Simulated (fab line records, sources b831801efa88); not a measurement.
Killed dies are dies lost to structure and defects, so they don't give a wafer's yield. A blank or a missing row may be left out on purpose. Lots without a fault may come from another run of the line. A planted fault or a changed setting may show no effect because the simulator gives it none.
Chamber matching | flow sky130 | SKY_VIA2_CMP_02 on cmp-02: 4 sister chambers
The step polishes SiO2. 4 wafers are shown with their chamber, then 7 later ones without.

WAFERS WITH THEIR CHAMBER
wafer  | chamber | motor_current_A (A)
L143.2 | 1       | 11.9
L143.6 | 3       | 13.5
L144.3 | 2       | 12.8
L144.4 | 0       | 12.7

WAFERS WITHOUT THEIR CHAMBER
wafer  | motor_current_A (A)
L144.5 | 13.5
L154.3 | 12.4
L154.4 | 11.3
L154.5 | 12.7
L155.2 | 12.8
L155.3 | 11.9
L155.4 | 13.9

WHICH CHAMBER EACH WENT THROUGH
wafer  | from the rows above          | in truth
L144.5 | 3                            | 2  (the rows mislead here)
L154.3 | can't be placed: 0 or 2 or 1 | 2
L154.4 | 1                            | 1
L154.5 | can't be placed: 0 or 2      | 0
L155.2 | can't be placed: 2 or 0      | 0
L155.3 | 1                            | 1
L155.4 | 3                            | 3
Placed correctly: 3 of 7. Can't be placed from these rows: 3 (the true chamber is among the candidates in 3). Placed wrongly: 1.
How it was worked out, from the rows above alone: a wafer's distance from a chamber is the root of the sum, over the readings, of the square of ((its reading less the chamber's mean) divided by the reading's scatter). The wafer belongs to the nearest chamber; if the next one is less than 2 further off, it can't be placed. A chamber's mean is the mean of its shown wafers. The scatter: with one shown wafer a chamber, the root of the mean of the squares of how far each hidden wafer lies from its nearest shown one.
